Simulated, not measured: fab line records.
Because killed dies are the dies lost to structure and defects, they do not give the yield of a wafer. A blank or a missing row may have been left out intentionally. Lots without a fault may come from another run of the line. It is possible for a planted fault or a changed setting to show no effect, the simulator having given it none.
The tool behind it: which one? | flow gf180mcu | Sampling: 11 lots, 33 wafers, 5 of 602 route steps

## WHAT EACH GAUGE READ, for each wafer
GF_MVPSD_OVL_MEAS_07.
lot  | measured     | on         | MVPSD_OVL (nm)
L216 | day 5 07:45  | overlay-02 | 4.2 1.5 0.9
L217 | day 5 10:53  | overlay-02 | 1.0 2.0 2.2
L218 | day 5 15:16  | overlay-01 | 3.4 1.9 1.7
L222 | day 6 13:59  | overlay-02 | 3.0 0.4 2.8
L223 | day 6 17:15  | overlay-02 | 232.8 233.7 233.2 231.5 232.0 232.2
L227 | day 7 16:43  | overlay-02 | 235.1 235.3 234.6 234.0 234.1 233.3
L229 | day 8 07:30  | overlay-01 | 3.1 2.6 2.8
L230 | day 8 11:49  | overlay-01 | 3.6 1.3 2.8
L231 | day 8 17:56  | overlay-02 | 3.9 1.9 2.7
L232 | day 9 00:13  | overlay-02 | 1.5 1.9 1.5
L239 | day 10 19:28 | overlay-02 | 4.1 4.4 3.1

GF_M3_CD_MEAS_14: target cd 280 nm.
lot  | measured     | on        | cd nm (nm)
L216 | day 21 20:29 | cd sem-02 | 279.8 280.0 280.7
L217 | day 21 22:31 | cd sem-01 | 280.4 280.4 280.3
L218 | day 22 09:26 | cd sem-02 | 281.4 281.7 281.7
L222 | day 23 11:56 | cd sem-01 | 279.8 280.0 279.6
L229 | day 26 00:17 | cd sem-01 | 281.0 280.3 280.7
L230 | day 26 05:47 | cd sem-01 | 279.5 279.2 279.7
L231 | day 26 12:16 | cd sem-01 | 281.6 280.6 281.3
L232 | day 26 20:20 | cd sem-01 | 278.9 281.0 281.0
L239 | day 28 20:41 | cd sem-01 | 278.5 279.5 278.9

## WHAT TOOL EACH LOT RAN ON (gives the tool, then ch and the chambers of the sampled wafers, and finally the start)
lot  | GF_MVPSD_EXPOSE_04                  | GF_V2_CVD_02                    | GF_V2_PEB_12
L216 | iline stepper-01 ch 0, day 5 00:23  | pecvd-04 ch 1,2, day 19 17:45   | litho track-02 ch 0, day 21 20:29 or earlier
L217 | iline stepper-01 ch 0, day 5 04:31  | pecvd-02 ch 0,1, day 19 20:16   | litho track-03 ch 0, day 21 22:31 or earlier
L218 | iline stepper-01 ch 0, day 5 08:23  | pecvd-02 ch 2, day 20 07:37     | litho track-04 ch 0, day 22 09:26 or earlier
L222 | iline stepper-01 ch 0, day 6 06:34  | pecvd-02 ch 1,2, day 21 12:48   | litho track-02 ch 0, day 23 11:56 or earlier
L223 | iline stepper-02 ch 0, day 6 10:05  | -                               | -
L227 | iline stepper-02 ch 0, day 7 08:59  | -                               | -
L229 | iline stepper-01 ch 0, day 7 23:23  | pecvd-02 ch 1,2, day 24 02:29   | litho track-02 ch 0, day 26 00:17 or earlier
L230 | iline stepper-01 ch 0, day 8 03:50  | pecvd-04 ch 0,1,2, day 24 09:22 | litho track-04 ch 0, day 26 05:47 or earlier
L231 | iline stepper-01 ch 0, day 8 09:50  | pecvd-04 ch 0,2, day 24 16:32   | litho track-03 ch 0, day 26 12:16 or earlier
L232 | iline stepper-01 ch 0, day 8 15:43  | pecvd-02 ch 0,1, day 25 00:53   | litho track-04 ch 0, day 26 20:20 or earlier
L239 | iline stepper-01 ch 0, day 10 10:31 | pecvd-04 ch 0,1,2, day 27 02:59 | litho track-03 ch 0, day 28 20:41 or earlier
- GF_MVPSD_EXPOSE_04: exposes mask MVPSD, target cd 1000 nm.
- GF_V2_CVD_02: deposits SiO2 from TEOS, target thk 850 nm, time 94.851 s.
- GF_V2_PEB_12: peb time 92.47 s.

## AS READ BY THE TOOLS THEMSELVES (means over the sampled wafers that have a number; for cases with no such wafer, the mark the record gives instead)
GF_V2_CVD_02.
lot  | tool     | heater power w (W)
L216 | pecvd-04 | 746
L217 | pecvd-02 | 640
L218 | pecvd-02 | 724
L222 | pecvd-02 | 719
L229 | pecvd-02 | 693
L230 | pecvd-04 | 702
L231 | pecvd-04 | 680
L232 | pecvd-02 | 685
L239 | pecvd-04 | 680

GF_V2_PEB_12.
lot  | tool           | plate sensor t centre C (C) | plate sensor t edge C (C) | resist line temp C (C)
L216 | litho track-02 | 136.13                      | 136.30                    | 23.02
L217 | litho track-03 | 136.13                      | 136.29                    | 22.98
L218 | litho track-04 | 136.13                      | 136.29                    | 22.91
L222 | litho track-02 | 136.15                      | 136.29                    | 22.96
L229 | litho track-02 | 136.13                      | 136.29                    | 23.08
L230 | litho track-04 | 136.13                      | 136.30                    | 22.92
L231 | litho track-03 | 136.13                      | 136.29                    | 23.01
L232 | litho track-04 | 136.13                      | 136.30                    | 23.13
L239 | litho track-03 | 136.14                      | 136.30                    | 22.89

## THE ANSWER, worked out from the rows above alone
Rule: usual is defined by the lots themselves. The widest of any qualifying gaps counts: lots, ordered by their means at a reading, are off when they make up no more than a third of the lots, leave a main group of 4 or more, and stand apart from it by 3 or more times the standard deviation of that group's means. If all means in a main group match to the digits the tables above print for the reading, that group is not used. Also off: a lot with no number at a reading for which 4 or more lots have one. The other lots that the step has rows for count as sound. After the gauges, taken in route order, come the tools' own readings; for these a lot's mean is taken, as printed above. At the first step where some lot is off, the reading lying furthest off is the one used; lots without a number count as furthest.
Off: L223, L227, seen at GF_MVPSD_OVL_MEAS_07 (MVPSD_OVL). The main group has a mean of 2.5 nm with a standard deviation of 0.64.
If a tool, at a process step before that reading, ran all the lots that are off and no sound lot after the first of them, it fits. The gauges at GF_MVPSD_OVL_MEAS_07 are tried like those tools. One fits: iline stepper-02 at GF_MVPSD_EXPOSE_04. It ran no sound lot before its first lot that is off in this sample, so the start can't be narrowed down.

## WHAT HAD BEEN PUT IN BY THE SIMULATOR
Scanner matching overlay: iline stepper-02, from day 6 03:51 on, at GF_MVPSD_EXPOSE_04. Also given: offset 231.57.
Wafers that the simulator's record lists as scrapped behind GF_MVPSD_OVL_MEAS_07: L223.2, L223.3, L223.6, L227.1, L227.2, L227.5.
Lots struck among those shown: L223, L227. The rule above found the same.
